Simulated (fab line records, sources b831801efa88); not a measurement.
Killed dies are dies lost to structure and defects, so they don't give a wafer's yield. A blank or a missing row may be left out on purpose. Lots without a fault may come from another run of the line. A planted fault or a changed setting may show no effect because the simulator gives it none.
fab line records | flow sky130
record lots=6 wafers=16 last_day=50
route steps=708 shown LOCAL_INTERCONNECT@394 CONTACT@406 PAD_OPEN@708
lots that met no fault: from a run of the same line without faults
start_h: hours from the record's first day to the start of the lot's first wafer shown | wait_h: hours since the lot's step before | " the same as in the row above | L1.1+2: a row that stands for several wafers | - no value, or no start given | * or withheld: withheld | < > ~ a bound
route shown NAME@n: a module of which the file shows steps, and the number in the route of the first | usual: mean/standard deviation of fault-free wafers | same: alike in all rows | chamber/n: place in a boat | sites: the reading at each site | _std_site: their standard deviation | _edge_site: outer sites' mean less inner sites' | radius_mm: how far each site lies from the wafer's centre | mask NAME#n: copy n | behind: the tool/chamber that last shaped the wafer | hold: why the lot was held/for how many hours/how that ended | device: the transistor (n, p or np) that didn't switch | end of line: the same wafers' tests at the end of the route | a step without rows: its recipe alone | killed: dies lost to structure and defects at the first sort, not the wafer's yield | map: a wafer's dies, x killed, . not, _ none there
set.NAME: the setting as run; set.NAME@STEP: as run at that earlier step | model.NAME: the simulator's own value behind a step, which no gauge read
lots at some steps of the route; a table a step, a row a wafer
services: from which hour (start_h, from the record's first day; less than 0 if before it) a tool's chamber was out of use, for how many hours, and why
## steps
# step SKY_LOCAL_INTERCONNECT_SOFTBAKE_07
# recipe temp_c=100 time_s=90 resist=KrF-thick
# step SKY_LOCAL_INTERCONNECT_EXPOSE_08
# recipe mask_id=LI1M na=0.8 source_shape=annular sigma_inner=0.55 sigma_outer=0.85 target_cd_nm=170 dose_mj=28
# step SKY_LOCAL_INTERCONNECT_PEB_09
# recipe peb_temp_c=withheld peb_time_s=withheld resist=KrF-thick
# step SKY_LOCAL_INTERCONNECT_DEVELOP_10
# recipe develop_time_s=60 resist=KrF-thick dev_temp_c=21
# step SKY_LOCAL_INTERCONNECT_CD_MEAS_11
# recipe target_cd_nm=170
# usual cd_nm=169.9/1.5
# columns lot.wafer tool chamber start_h wait_h cd_nm
L415.1 cd_sem-02 - 775.93 - 170.1
L415.4 " - " " 171.2
L415.6 " - " " 171.5
L417.1 cd_sem-02 - 789.60 - 170.3
L417.6 " - " " 168.1
L419.1 cd_sem-01 - 799.24 - 170.7
L419.6 " - " " 170.7
L426.2 cd_sem-01 - 859.45 - 170.4
L426.4 " - " " 169.3
L426.6 " - " " 168.6
L425.2 cd_sem-01 - 860.10 - 169.5
L425.3 " - " " 170.5
L425.5 " - " " 171.5
L427.1 cd_sem-02 - 861.29 - 171.0
L427.3 " - " " 173.7
L427.6 " - " " 169.8
# step SKY_LOCAL_INTERCONNECT_OVL_MEAS_12
# usual LOCAL_INTERCONNECT_OVL=3/6.8
# columns lot.wafer tool chamber start_h wait_h LOCAL_INTERCONNECT_OVL[nm]
L415.1 overlay-02 - 776.05 0.1 -8
L415.4 " - " " -3
L415.6 " - " " 0
L417.1 overlay-02 - 789.72 0.1 3
L417.6 " - " " 11
L419.1 overlay-02 - 799.36 0.1 -9
L419.6 " - " " 3
L426.2 overlay-01 - 859.56 0.1 3
L426.4 " - " " 2
L426.6 " - " " 8
L425.2 overlay-01 - 860.21 0.1 1
L425.3 " - " " -3
L425.5 " - " " -7
L427.1 overlay-02 - 861.41 0.1 -6
L427.3 " - " " -12
L427.6 " - " " -5
# step SKY_LOCAL_INTERCONNECT_ETCH_13
# recipe chemistry=N2/H2 target=BARC ion_energy_ev=200 bias_w=100 pressure_mtorr=30 n2_flow_sccm=100 h2_flow_sccm=200 icp_w=500 stop_on=SiO2 time_s=45.9 target_depth_a=600
# step SKY_LOCAL_INTERCONNECT_METAL_ETCH_14
# recipe target_depth_nm=110 stop_on=PSG chemistry=Cl2/BCl3 target=TiN resist_sidewall_deg=88 pressure_mtorr=10 icp_w=900 bias_w=48.5 Cl2_flow_sccm=60 bcl3_flow_sccm=30 time_s=31.4
# usual chamber_pressure_mTorr=10.000/0.0096 drypump_motor_current_A=5.9/0.53 oes_product_au=0.944/0.0072 throttle_valve_pct=21.898/0.0096
# columns lot.wafer tool chamber start_h wait_h chamber_pressure_mTorr drypump_motor_current_A oes_product_au rf_hours_counter_h throttle_valve_pct
L415.1 rie_metal-03 0 776.15 0.0 9.994 5.7 0.941 14 21.905
L415.4 " 0 " " 9.999 5.7 0.941 - 21.892
L415.6 " 0 " " 9.997 5.7 0.955 - 21.892
L417.1 rie_metal-03 0 789.82 0.0 10.012 5.7 0.929 14 21.919
L417.6 " 1 " " 10.007 6.6 0.940 - 21.907
L419.1 rie_metal-01 0 799.53 0.1 10.005 5.7 0.944 10 21.892
L419.6 " 0 " " 9.989 5.7 0.948 - 21.892
L426.2 rie_metal-03 1 859.65 0.0 10.010 6.6 0.951 7 21.897
L426.4 " 1 " " 10.001 6.6 0.943 - 21.875
L426.6 " 0 " " 10.002 5.7 0.958 - 21.898
L425.2 rie_metal-01 1 860.30 0.0 9.996 4.9 0.942 7 21.899
L425.3 " 1 " " 9.991 5.0 0.948 - 21.889
L425.5 " 0 " " 9.999 5.7 0.943 - 21.913
L427.1 rie_metal-04 0 861.51 0.0 9.983 5.7 0.937 7 21.897
L427.3 " 1 " " 10.008 5.8 0.941 - 21.898
L427.6 " 0 " " 10.017 5.7 0.947 - 21.908
# step SKY_LOCAL_INTERCONNECT_STRIP_15
# recipe chemistry=O2/N2 power_w=1400 pressure_mtorr=1500 platen_temp_c=withheld o2_flow_sccm=3000 n2_flow_sccm=300 overash_fraction=0.5
# usual chamber_pressure_mTorr=1500.1/1.4 drypump_motor_current_A=5.7/0.54 oes_product_au=0.427/0.0044 strip_time_to_endpoint_s=4.732/0.019
# same overash_fraction=0.5
# columns lot.wafer tool chamber start_h wait_h chamber_pressure_mTorr drypump_motor_current_A oes_product_au rf_hours_counter_h strip_time_to_endpoint_s
L415.1 plasma_asher-02 0 776.20 0.0 1500.2 5.1 0.417 63 4.683
L415.4 " 0 " " 1501.1 5.1 0.430 - 4.707
L415.6 " 1 " " 1499.7 5.8 0.432 - 4.724
L417.1 plasma_asher-04 1 789.87 0.0 1501.0 5.5 0.435 97 4.731
L417.6 " 0 " " 1502.3 6.4 0.428 - 4.719
L419.1 plasma_asher-04 0 799.63 0.1 1501.0 6.4 0.429 98 4.759
L419.6 " 1 " " 1499.5 5.5 0.428 - 4.773
L426.2 plasma_asher-01 0 859.70 0.0 1499.6 4.9 0.424 41 4.747
L426.4 " 0 " " 1499.2 5.0 0.431 - 4.745
L426.6 " 0 " " 1502.3 4.9 0.424 - 4.738
L425.2 plasma_asher-02 0 860.35 0.0 1500.2 5.1 0.429 70 4.753
L425.3 " 0 " " 1500.0 5.1 0.417 - 4.768
L425.5 " 0 " " 1499.9 5.1 0.428 - 4.777
L427.1 plasma_asher-04 0 861.57 0.0 1499.8 6.4 0.432 105 4.707
L427.3 " 0 " " 1501.2 6.4 0.429 - 4.734
L427.6 " 1 " " 1501.0 5.4 0.423 - 4.740
# step SKY_LOCAL_INTERCONNECT_STRIP_16
# recipe chemistry=post_etch_residue_remover time_s=1200 temp_c=72.5
# step SKY_LOCAL_INTERCONNECT_CLEAN_17
# recipe chemistry=IPA time_s=180 temp_c=25
# step SKY_LOCAL_INTERCONNECT_CLEAN_18
# recipe chemistry=O3/DIW dry=n2_spin
# step SKY_CONTACT_CVD_00
# recipe material=Si3N4 target_thk_nm=75 temp_c=400 time_s=withheld rf_w=450
# usual heater_power_w=709/87
# columns lot.wafer tool chamber start_h wait_h heater_power_w model.Si3N4_of_CONTACT_CVD_00.thk_nm
L415.1 pecvd-03 2 776.79 0.0 820 74.13
L415.4 " 0 " " 752 75.34
L415.6 " 1 " " 680 75.09
L417.1 pecvd-03 1 790.47 0.0 726 105.5
L417.6 " 2 " " 806 75.95
L419.1 pecvd-03 0 800.22 0.0 747 106.2
L419.6 " 0 " " 736 74.49
L426.2 pecvd-01 1 860.30 0.0 863 74.01
L426.4 " 2 " " 739 75.73
L426.6 " 0 " " 706 75.64
L425.2 pecvd-03 2 860.95 0.0 734 74.51
L425.3 " 1 " " 741 73.81
L425.5 " 2 " " 753 75.68
L427.1 pecvd-04 2 862.16 0.0 677 75.68
L427.3 " 1 " " 502 74.41
L427.6 " 0 " " 633 75.61
# step SKY_CONTACT_THK_MEAS_01
# recipe reads=Si3N4_of_CONTACT_CVD_00
# usual CONTACT_CVD_00_THK=75.1/0.9
# columns lot.wafer tool chamber start_h wait_h CONTACT_CVD_00_THK[nm]
L415.1 film_metro-01 - 776.83 - 74.1
L415.4 " - " " 75.3
L415.6 " - " " 75.1
L417.1 film_metro-02 - 790.50 - 105.5
L417.6 " - " " 76.0
L419.1 film_metro-01 - 800.25 - 106.2
L419.6 " - " " 74.5
L426.2 film_metro-04 - 860.35 - 74.0
L426.4 " - " " 75.7
L426.6 " - " " 75.6
L425.2 film_metro-02 - 861.00 - 74.5
L425.3 " - " " 73.8
L425.5 " - " " 75.8
L427.1 film_metro-02 - 862.19 - 75.7
L427.3 " - " " 74.5
L427.6 " - " " 75.6
# step SKY_CONTACT_HDPCVD_02
# recipe material=SiO2 target_thk_nm=565 sigma_open_frac=0.3 time_s=94.2 temp_c=600 sih4_flow_sccm=60 pressure_mtorr=6
# step SKY_CONTACT_THK_MEAS_03
# recipe reads=SiO2_of_CONTACT_HDPCVD_02
# usual CONTACT_HDPCVD_THK=566/6
# columns lot.wafer tool chamber start_h wait_h CONTACT_HDPCVD_THK[nm]
L415.1 film_metro-01 - 776.96 0.0 575
L415.4 " - " " 564
L415.6 " - " " 563
L417.1 film_metro-01 - 790.63 0.0 572
L417.6 " - " " 573
L419.1 film_metro-02 - 800.38 0.0 568
L419.6 " - " " 567
L426.2 film_metro-02 - 860.48 0.0 564
L426.4 " - " " 566
L426.6 " - " " 547
L425.2 film_metro-01 - 861.13 0.0 570
L425.3 " - " " 568
L425.5 " - " " 572
L427.1 film_metro-01 - 862.32 0.0 566
L427.3 " - " " 561
L427.6 " - " " 571
# step SKY_CONTACT_CMP_04
# recipe material=SiO2 down_force_psi=4 platen_rpm=60 pad_velocity_m_s=0.94248
# step SKY_CONTACT_BOW_MEAS_05
# recipe mode=bow
# usual CONTACT_BOW=81/6
# columns lot.wafer tool chamber start_h wait_h CONTACT_BOW[um]
L415.1 film_metro-01 - 777.32 0.1 86
L415.4 " - " " 72
L415.6 " - " " 75
L417.1 film_metro-02 - 790.99 0.2 72
L417.6 " - " " 78
L419.1 film_metro-02 - 800.74 0.1 90
L419.6 " - " " 83
L426.2 film_metro-04 - 860.85 0.3 75
L426.4 " - " " 75
L426.6 " - " " 75
L425.2 film_metro-04 - 861.50 0.1 85
L425.3 " - " " 88
L425.5 " - " " 83
L427.1 film_metro-04 - 862.68 0.1 82
L427.3 " - " " 71
L427.6 " - " " 69
# step SKY_CONTACT_DEHYDRATE_06
# recipe temp_c=200 time_s=60
# step SKY_CONTACT_HMDS_07
# recipe prime_time_s=60 prime_temp_c=120
# step SKY_CONTACT_COAT_08
# recipe resist=BARC temp_c=withheld time_s=withheld spin_rpm=3000 resist_thk_nm=60
# step SKY_CONTACT_COAT_09
# recipe resist=KrF-thick spin_rpm=3000 resist_thk_nm=450
# step SKY_CONTACT_SOFTBAKE_10
# recipe temp_c=100 time_s=90 resist=KrF-thick
# step SKY_CONTACT_EXPOSE_11
# recipe mask_id=CTM1 na=0.8 source_shape=annular sigma_inner=0.55 sigma_outer=0.85 target_cd_nm=170 dose_mj=38
# step SKY_CONTACT_PEB_12
# recipe peb_temp_c=withheld peb_time_s=withheld resist=KrF-thick
# step SKY_CONTACT_DEVELOP_13
# recipe develop_time_s=60 resist=KrF-thick dev_temp_c=21
# step SKY_CONTACT_CD_MEAS_14
# recipe target_cd_nm=170
# usual cd_nm=169.4/1.5
# columns lot.wafer tool chamber start_h wait_h cd_nm
L415.1 cd_sem-02 - 803.17 - 168.5
L415.4 " - " " 168.8
L415.6 " - " " 167.8
L417.1 cd_sem-02 - 817.55 - 170.7
L417.6 " - " " 171.3
L419.1 cd_sem-01 - 826.90 - 168.4
L419.6 " - " " 170.7
L426.2 cd_sem-01 - 886.94 - 168.2
L426.4 " - " " 167.1
L426.6 " - " " 167.6
L425.2 cd_sem-01 - 888.09 - 171.0
L425.3 " - " " 170.5
L425.5 " - " " 171.0
L427.1 cd_sem-02 - 889.15 - 166.4
L427.3 " - " " 168.1
L427.6 " - " " 167.5
# step SKY_CONTACT_OVL_MEAS_15
# usual CONTACT_OVL=0/4.9
# columns lot.wafer tool chamber start_h wait_h CONTACT_OVL[nm]
L415.1 overlay-02 - 803.29 0.1 -5
L415.4 " - " " -2
L415.6 " - " " 2
L417.1 overlay-01 - 817.67 0.1 -4
L417.6 " - " " 4
L419.1 overlay-02 - 827.02 0.1 3
L419.6 " - " " 6
L426.2 overlay-01 - 887.05 0.1 3
L426.4 " - " " 8
L426.6 " - " " 7
L425.2 overlay-01 - 888.20 0.1 -3
L425.3 " - " " 1
L425.5 " - " " 1
L427.1 overlay-02 - 889.27 0.1 -5
L427.3 " - " " -3
L427.6 " - " " 3
# step SKY_CONTACT_ETCH_16
# recipe chemistry=N2/H2 target=BARC ion_energy_ev=200 source_w=500 bias_w=100 pressure_mtorr=30 n2_flow_sccm=100 h2_flow_sccm=200 stop_on=SiO2 time_s=45.9 target_depth_a=600
# usual chamber_pressure_mTorr=29.998/0.03 drypump_motor_current_A=5.8/0.39 oes_product_au=0.854/0.0046 throttle_valve_pct=13.225/0.0089
# columns lot.wafer tool chamber start_h wait_h chamber_pressure_mTorr drypump_motor_current_A oes_product_au rf_hours_counter_h throttle_valve_pct
L415.1 rie_diel-03 0 803.33 0.0 29.989 6.6 0.863 23 13.225
L415.4 " 3 " " 30.008 5.7 0.857 15 13.231
L415.6 " 1 " " 30.016 5.3 0.860 - 13.211
L417.1 rie_diel-01 0 817.71 0.0 29.980 5.8 0.855 5 13.212
L417.6 " 0 " " 29.982 5.8 0.857 - 13.221
L419.1 rie_diel-01 0 827.06 0.0 30.012 5.8 0.858 5 13.227
L419.6 " 1 " " 29.965 5.7 0.853 - 13.209
L426.2 rie_diel-01 2 887.08 0.0 29.969 5.2 0.856 2 13.212
L426.4 " 3 " " 30.021 6.4 0.852 16 13.233
L426.6 " 2 " " 29.997 5.2 0.856 - 13.230
L425.2 rie_diel-02 0 888.23 0.0 30.025 5.6 0.848 23 13.206
L425.3 " 2 " " 29.939 5.7 0.858 14 13.217
L425.5 " 2 " " 29.959 5.7 0.849 - 13.210
L427.1 rie_diel-01 1 889.31 0.0 29.963 5.8 0.846 25 13.228
L427.3 " 2 " " 30.067 5.3 0.857 2 13.237
L427.6 " 0 " " 30.042 5.8 0.847 - 13.218
# step SKY_CONTACT_ETCH_17
# recipe target=SiO2 chemistry=C4F8/O2/Ar stop_on=Si3N4 mask_material=KrF-thick source_w=1500 bias_w=1200 pressure_mtorr=40 c4f8_flow_sccm=withheld O2_flow_sccm=6 Ar_flow_sccm=300 time_s=withheld target_depth_a=3400
# usual chamber_pressure_mTorr=40.00/0.033 oes_product_au=0.891/0.0049
# columns lot.wafer tool chamber start_h wait_h chamber_pressure_mTorr oes_product_au
L415.1 rie_diel-03 0 803.37 0.0 39.99 0.876
L415.4 " 3 " " 40.04 0.885
L415.6 " 1 " " 39.96 0.895
L417.1 rie_diel-01 0 817.75 0.0 40.01 0.891
L417.6 " 0 " " 40.04 0.891
L419.1 rie_diel-01 0 827.10 0.0 40.00 0.887
L419.6 " 1 " " 39.95 0.897
L426.2 rie_diel-01 2 887.12 0.0 40.00 0.903
L426.4 " 3 " " 39.97 0.897
L426.6 " 2 " " 39.95 0.889
L425.2 rie_diel-02 0 888.27 0.0 40.00 0.895
L425.3 " 2 " " 39.99 0.891
L425.5 " 2 " " 40.04 0.884
L427.1 rie_diel-01 1 889.35 0.0 39.99 0.896
L427.3 " 2 " " 39.95 0.891
L427.6 " 0 " " 40.01 0.888
# step SKY_CONTACT_ETCH_18
# recipe target=Si3N4 chemistry=CHF3/O2 stop_on=TiN source_w=600 bias_w=200 pressure_mtorr=40 chf3_flow_sccm=50 O2_flow_sccm=5 time_s=39 target_depth_a=750
# usual chamber_pressure_mTorr=40.00/0.038 drypump_motor_current_A=5.8/0.39 oes_product_au=0.856/0.0074 throttle_valve_pct=8.793/0.009
# columns lot.wafer tool chamber start_h wait_h chamber_pressure_mTorr drypump_motor_current_A oes_product_au rf_hours_counter_h throttle_valve_pct model.etch.depth_nm
L415.1 rie_diel-03 0 - - 39.99 6.6 0.852 23 8.800 74.13
L415.4 " 3 " " 39.93 5.7 0.861 15 8.787 75.34
L415.6 " 1 " " 40.02 5.3 0.855 - 8.786 75.09
L417.1 rie_diel-01 0 - - 39.98 5.8 0.985 5 8.829 95.62
L417.6 " 0 " " 39.97 5.8 0.865 - 8.801 75.95
L419.1 rie_diel-01 0 - - 40.05 5.8 0.984 5 8.821 94.84
L419.6 " 1 " " 40.04 5.7 0.847 - 8.804 74.49
L426.2 rie_diel-01 2 - - 39.99 5.2 0.850 2 8.783 74.01
L426.4 " 3 " " 39.98 6.4 0.861 16 8.781 75.73
L426.6 " 2 " " 39.99 5.2 0.859 - 8.794 75.64
L425.2 rie_diel-02 0 - - 40.05 5.6 0.854 24 8.793 74.51
L425.3 " 2 " " 40.01 5.8 0.843 14 8.786 73.81
L425.5 " 2 " " 40.01 5.7 0.861 - 8.790 75.68
L427.1 rie_diel-01 1 - - 39.96 5.7 0.847 25 8.806 75.68
L427.3 " 2 " " 40.03 5.2 0.849 2 8.797 74.41
L427.6 " 0 " " 40.03 5.8 0.853 - 8.801 75.61
# step SKY_CONTACT_STRIP_19
# recipe chemistry=O2/N2 power_w=1400 pressure_mtorr=1500 platen_temp_c=withheld o2_flow_sccm=3000 n2_flow_sccm=300 overash_fraction=0.5
# usual chamber_pressure_mTorr=1500.0/1.5 drypump_motor_current_A=5.6/0.46 oes_product_au=0.381/0.0047 strip_time_to_endpoint_s=3.626/0.026
# same overash_fraction=0.5
# columns lot.wafer tool chamber start_h wait_h chamber_pressure_mTorr drypump_motor_current_A oes_product_au rf_hours_counter_h strip_time_to_endpoint_s
L415.1 plasma_asher-03 0 803.46 - 1501.8 5.6 0.382 6 3.587
L415.4 " 1 " " 1498.2 5.8 0.381 - 3.611
L415.6 " 1 " " 1498.2 5.8 0.389 - 3.605
L417.1 plasma_asher-03 1 817.84 - 1499.7 5.8 0.384 7 3.692
L417.6 " 0 " " 1498.7 5.6 0.392 - 3.666
L419.1 plasma_asher-02 0 827.19 - 1499.8 5.1 0.381 67 3.675
L419.6 " 0 " " 1503.2 5.1 0.378 - 3.611
L426.2 plasma_asher-03 1 887.21 - 1501.1 5.9 0.387 14 3.647
L426.4 " 0 " " 1500.5 5.6 0.387 - 3.690
L426.6 " 1 " " 1500.1 5.8 0.378 - 3.622
L425.2 plasma_asher-01 1 888.36 - 1498.5 6.3 0.374 44 3.586
L425.3 " 0 " " 1499.1 4.9 0.388 - 3.620
L425.5 " 1 " " 1498.7 6.4 0.387 - 3.612
L427.1 plasma_asher-03 0 889.44 - 1501.7 5.6 0.379 14 3.560
L427.3 " 1 " " 1500.5 5.8 0.380 - 3.570
L427.6 " 0 " " 1497.8 5.6 0.386 - 3.613
# step SKY_PAD_OPEN_PROBE_99
# usual killed_at_M0_to_M3=43/7 killed_at_M4_up=3.4/1.9 killed_at_contacts=24/5.4 killed_at_front_end=15/4.4 killed_at_other=0.4/0.63 killed_dies=86/9.1 killed_on_rim=16/3.5 killed_open=46/6.6 killed_short=39/6.6
# same gross_dies=492 killed_at_back_side=0
# columns lot.wafer tool chamber start_h wait_h killed_at_M0_to_M3 killed_at_M4_up killed_at_contacts killed_at_front_end killed_at_other killed_dies killed_on_rim killed_open killed_short
L417.1 prober-02 - 1136.46 0.1 40 1 438 13 0 492 96 46 37
L419.1 prober-02 - 1147.04 0.1 40 6 428 18 0 492 96 54 40
L419.6 prober-02 - 1147.29 0.2 49 6 27 19 1 102 20 56 46
L426.2 prober-02 - 1185.06 0.1 37 4 26 20 0 87 15 42 45
L426.4 prober-02 - 1185.16 0.2 48 4 25 13 0 90 16 53 37
L426.6 prober-02 - 1185.26 0.2 39 3 21 16 0 79 14 32 47
L425.2 prober-01 - 1187.29 0.1 44 1 27 13 0 85 15 59 25
L425.3 prober-01 - 1187.34 0.2 53 1 14 18 0 86 15 49 36
L425.5 prober-01 - 1187.44 0.2 51 3 29 14 0 97 21 53 41
# killed by level:class
L417.1 CONTACT:area_etch=409 LI_CONTACT:geometric_particle:open=12 VIA1:geometric_particle:open=10 VIA1:geometric_particle:short=8 CONTACT:geometric_particle:open=7 VIA2:geometric_particle:open=6 METAL1:geometric_particle:short=5 CONTACT:geometric_particle:short=4
L419.1 CONTACT:area_etch=398 VIA1:geometric_particle:open=11 CONTACT:geometric_particle:short=9 FIELD_ISO:geometric_particle:open=7 LI_CONTACT:geometric_particle:open=7 METAL2:geometric_particle:short=7 VIA2:geometric_particle:open=7 LOCAL_INTERCONNECT:geometric_particle:short=6
L419.6 VIA1:geometric_particle:open=17 CONTACT:geometric_particle:open=13 VIA1:geometric_particle:short=8 VIA3:geometric_particle:open=6 METAL4:geometric_particle:short=6 FIELD_ISO:geometric_particle:short=5 LI_CONTACT:geometric_particle:open=5 VIA3:geometric_particle:short=5
L426.2 CONTACT:geometric_particle:open=14 POLY_GATE:geometric_particle:short=8 VIA1:geometric_particle:open=7 VIA2:geometric_particle:short=7 FIELD_ISO:geometric_particle:open=6 CONTACT:geometric_particle:short=5 METAL2:geometric_particle:short=5 LOCAL_INTERCONNECT:geometric_particle:short=4
L426.4 VIA2:geometric_particle:open=12 CONTACT:geometric_particle:open=10 VIA1:geometric_particle:open=7 METAL2:geometric_particle:short=6 VIA3:geometric_particle:open=6 METAL1:geometric_particle:short=5 FIELD_ISO:geometric_particle:open=4 LI_CONTACT:geometric_particle:open=4
L426.6 CONTACT:geometric_particle:open=9 CONTACT:geometric_particle:short=7 VIA1:geometric_particle:open=7 VIA1:geometric_particle:short=6 VIA2:geometric_particle:short=6 VIA3:geometric_particle:open=6 FIELD_ISO:geometric_particle:short=4 POLY_GATE:geometric_particle:short=4
L425.2 VIA1:geometric_particle:open=13 LI_CONTACT:geometric_particle:open=12 CONTACT:geometric_particle:open=9 VIA3:geometric_particle:open=8 METAL2:geometric_particle:short=5 VIA2:geometric_particle:open=5 FIELD_ISO:geometric_particle:open=4 VIA3:geometric_particle:short=3
L425.3 VIA3:geometric_particle:open=9 VIA1:geometric_particle:open=8 VIA2:geometric_particle:open=8 METAL1:geometric_particle:short=7 CONTACT:geometric_particle:open=7 FIELD_ISO:geometric_particle:open=6 METAL3:geometric_particle:short=5 METAL2:geometric_particle:short=5
L425.5 CONTACT:geometric_particle:open=13 VIA2:geometric_particle:open=10 VIA1:geometric_particle:open=10 METAL1:geometric_particle:short=8 VIA3:geometric_particle:open=8 LI_CONTACT:geometric_particle:open=5 CONTACT:geometric_particle:short=5 VIA1:geometric_particle:short=5
# map L417.1 (x killed, . not)
__________xxxxxxxxxx_________
________xxxxxxxxxxxxxx_______
______xxxxxxxxxxxxxxxxxx_____
_____xxxxxxxxxxxxxxxxxxxx____
____xxxxxxxxxxxxxxxxxxxxxx___
___xxxxxxxxxxxxxxxxxxxxxxxx__
__xxxxxxxxxxxxxxxxxxxxxxxxxx_
_xxxxxxxxxxxxxxxxxxxxxxxxxxxx
_xxxxxxxxxxxxxxxxxxxxxxxxxxxx
_xxxxxxxxxxxxxxxxxxxxxxxxxxxx
_xxxxxxxxxxxxxxxxxxxxxxxxxxxx
_xxxxxxxxxxxxxxxxxxxxxxxxxxxx
_xxxxxxxxxxxxxxxxxxxxxxxxxxxx
_xxxxxxxxxxxxxxxxxxxxxxxxxxxx
_xxxxxxxxxxxxxxxxxxxxxxxxxxxx
__xxxxxxxxxxxxxxxxxxxxxxxxxx_
___xxxxxxxxxxxxxxxxxxxxxxxx__
____xxxxxxxxxxxxxxxxxxxxxx___
_____xxxxxxxxxxxxxxxxxxxx____
______xxxxxxxxxxxxxxxxxx_____
________xxxxxxxxxxxxxx_______
__________xxxxxxxxxx_________
# map L419.1 (x killed, . not)
__________xxxxxxxxxx_________
________xxxxxxxxxxxxxx_______
______xxxxxxxxxxxxxxxxxx_____
_____xxxxxxxxxxxxxxxxxxxx____
____xxxxxxxxxxxxxxxxxxxxxx___
___xxxxxxxxxxxxxxxxxxxxxxxx__
__xxxxxxxxxxxxxxxxxxxxxxxxxx_
_xxxxxxxxxxxxxxxxxxxxxxxxxxxx
_xxxxxxxxxxxxxxxxxxxxxxxxxxxx
_xxxxxxxxxxxxxxxxxxxxxxxxxxxx
_xxxxxxxxxxxxxxxxxxxxxxxxxxxx
_xxxxxxxxxxxxxxxxxxxxxxxxxxxx
_xxxxxxxxxxxxxxxxxxxxxxxxxxxx
_xxxxxxxxxxxxxxxxxxxxxxxxxxxx
_xxxxxxxxxxxxxxxxxxxxxxxxxxxx
__xxxxxxxxxxxxxxxxxxxxxxxxxx_
___xxxxxxxxxxxxxxxxxxxxxxxx__
____xxxxxxxxxxxxxxxxxxxxxx___
_____xxxxxxxxxxxxxxxxxxxx____
______xxxxxxxxxxxxxxxxxx_____
________xxxxxxxxxxxxxx_______
__________xxxxxxxxxx_________
## services
# columns tool chamber start_h hours kind
rie_metal-03 1 752.45 6.3 repair
pecvd-03 - 752.53 0.5 repair
plasma_asher-01 - 755.65 2.3 repair
pecvd-03 - 757.65 1.8 repair
rie_diel-02 - 760.24 14.6 pm
pecvd-04 - 763.62 28.1 pm
rie_diel-01 2 773.24 17.3 repair
pecvd-01 - 785.65 1.4 repair
rie_metal-01 - 789.68 0.4 repair
rie_metal-01 1 791.01 18.2 repair
pecvd-03 - 811.10 6.0 pm
plasma_asher-02 - 814.99 9.5 repair
pecvd-03 - 817.10 5.5 pm
rie_metal-01 - 833.42 4.0 pm
rie_diel-02 0 840.91 13.5 repair
pecvd-01 - 847.67 1.3 repair
plasma_asher-03 - 849.81 5.9 repair
rie_diel-03 2 849.94 5.9 repair
rie_diel-01 2 861.69 7.3 repair
rie_diel-02 - 869.87 0.5 repair
rie_diel-03 1 873.04 58.2 repair
rie_diel-01 3 877.50 3.4 repair
rie_diel-01 0 880.94 4.4 repair
rie_diel-02 - 886.91 0.9 repair
## key
first_sign step=SKY_CONTACT_THK_MEAS_01 reading=CONTACT_CVD_00_THK direction=up sigmas=34 usual=75.1 struck=105.9
effect step=SKY_CONTACT_ETCH_18 reading=oes_product_au direction=up sigmas=17 usual=0.856 struck=0.985
effect step=SKY_PAD_OPEN_PROBE_99 reading=killed_at_contacts direction=up sigmas=75 usual=24 struck=433
model_effect step=SKY_CONTACT_CVD_00 value=Si3N4_of_CONTACT_CVD_00.thk_nm without=74.75 struck=105.9
model_effect step=SKY_CONTACT_ETCH_18 value=etch.depth_nm without=74.75 struck=95.23
more_kills_born_at SKY_CONTACT_ETCH_18@rie_diel-01=807
met_at SKY_CONTACT_CVD_00
struck_wafers L417.1,L419.1
later_rows_left_out L417.1,L419.1
tester_left_out L417,L419
onset_between 776.79 790.47
fault kind=process_parameter_drift tool=pecvd-03 chamber=- onset_h=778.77 steps=SKY_CONTACT_CVD_00 channel=target_thk_nm offset=31.367 shape=step end_h=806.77 scope=struck_wafers_only acts_in=these_recipes_only stated=75
# tester_left_out: of these lots the tester's yield and bins aren't shown, on N5 and GAA mostly nor the transistor test; their killed dies are dies lost to structure and defects alone, not to doping, threshold or leakage, so they don't give the yield
# later_rows_left_out: the simulator's readings of these wafers behind a module that went badly wrong aren't trusted and aren't shown, but for the sort
